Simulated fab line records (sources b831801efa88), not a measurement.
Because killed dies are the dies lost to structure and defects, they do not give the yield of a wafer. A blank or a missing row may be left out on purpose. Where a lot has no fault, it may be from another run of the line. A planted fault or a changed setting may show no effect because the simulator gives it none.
Which of the tools did it? + flow gf180mcu + 14 lots, 42 wafers sampled, at 2 steps of a route of 602

WHAT THE GAUGES READ, wafer by wafer
GF_PSD_TW_MEAS_11. Usual: PSD_TW 3183, standard deviation 27.
| lot  | measured     | on            | PSD_TW         | flag |
|------|--------------|---------------|----------------|------|
| L855 | day 14 19:14 | film-metro-01 | 3161 3194 3179 |      |
| L856 | day 15 10:47 | film-metro-03 | 3178 3193 3182 |      |
| L857 | day 15 21:46 | film-metro-01 | 3149 3183 3163 |      |
| L858 | day 15 22:40 | film-metro-01 | 3176 3157 3156 |      |
| L859 | day 16 04:10 | film-metro-01 | 3176 3169 3186 |      |
| L861 | day 17 04:49 | film-metro-01 | 3179 3185 3171 |      |
| L862 | day 17 13:57 | film-metro-02 | 3232 3253 3236 |      |
| L863 | day 17 21:32 | film-metro-01 | 3174 3182 3177 |      |
| L864 | day 18 04:59 | film-metro-01 | 3186 3178 3208 |      |
| L872 | day 21 01:02 | film-metro-03 | 3143 3141 3143 |      |
| L873 | day 21 04:57 | film-metro-02 | 3214 3202 3227 |      |
| L874 | day 21 16:59 | film-metro-01 | 3196 3195 3178 |      |
| L876 | day 22 12:39 | film-metro-02 | 3230 3224 3225 |      |
| L877 | day 22 23:36 | film-metro-02 | 3214 3222 3221 |      |

GF_SAB_CD_MEAS_09 targets a cd of 420 nm. Usual: cd-nm reads 418.8 nm (standard deviation 2.7).
| lot  | measured     | on        | cd-nm (nm)        | flag |
|------|--------------|-----------|-------------------|------|
| L855 | day 15 17:01 | cd-sem-02 | 419.0 418.7 418.0 |      |
| L856 | day 16 09:36 | cd-sem-02 | 417.5 419.5 417.9 |      |
| L857 | day 16 20:39 | cd-sem-02 | 420.4 420.4 421.3 |      |
| L858 | day 16 21:47 | cd-sem-01 | 419.1 418.7 419.0 |      |
| L859 | day 17 03:43 | cd-sem-01 | 420.0 417.9 418.4 |      |
| L861 | day 18 05:00 | cd-sem-02 | 420.2 417.8 418.8 |      |
| L862 | day 18 13:54 | cd-sem-02 | 419.0 420.9 420.0 |      |
| L863 | day 18 21:59 | cd-sem-02 | 416.6 418.6 419.1 |      |
| L864 | day 19 05:29 | cd-sem-02 | 419.0 416.1 417.9 |      |
| L872 | day 22 01:08 | cd-sem-01 | 416.4 415.9 419.2 |      |
| L873 | day 22 04:56 | cd-sem-02 | 416.7 415.8 417.0 |      |
| L874 | day 22 16:57 | cd-sem-01 | 418.5 417.8 419.3 |      |
| L876 | day 23 12:17 | cd-sem-01 | 415.2 416.8 417.4 |      |
| L877 | day 23 22:40 | cd-sem-01 | 422.1 421.7 422.0 |      |

WHICH TOOL RAN EACH LOT (tool, then ch and the chambers of the sampled wafers, then the start)
No process step before these readings appears in the record.

WHAT THE TOOLS THEMSELVES READ (means of the sampled wafers that have a number; where no wafer has one, the mark that the record gives instead)
The record holds no such reading with a usual standard deviation.

THE ANSWER, worked out from the rows above alone
Rule: lot off if the mean of its wafers having a number is beyond 3 standard deviations from the usual mean. Also off: a lot with no number at a reading for which 4 or more lots have one. Any other lot the step has rows for is counted as sound. The gauges are gone through in route order, then the tools' own readings, and for those a lot's mean is taken as printed above. At the first step where some lot is off, the reading lying furthest off is the one used; lots without a number count as furthest.
None of the lots is off at any reading shown; this tells nothing.

WHAT THE SIMULATOR PUT IN
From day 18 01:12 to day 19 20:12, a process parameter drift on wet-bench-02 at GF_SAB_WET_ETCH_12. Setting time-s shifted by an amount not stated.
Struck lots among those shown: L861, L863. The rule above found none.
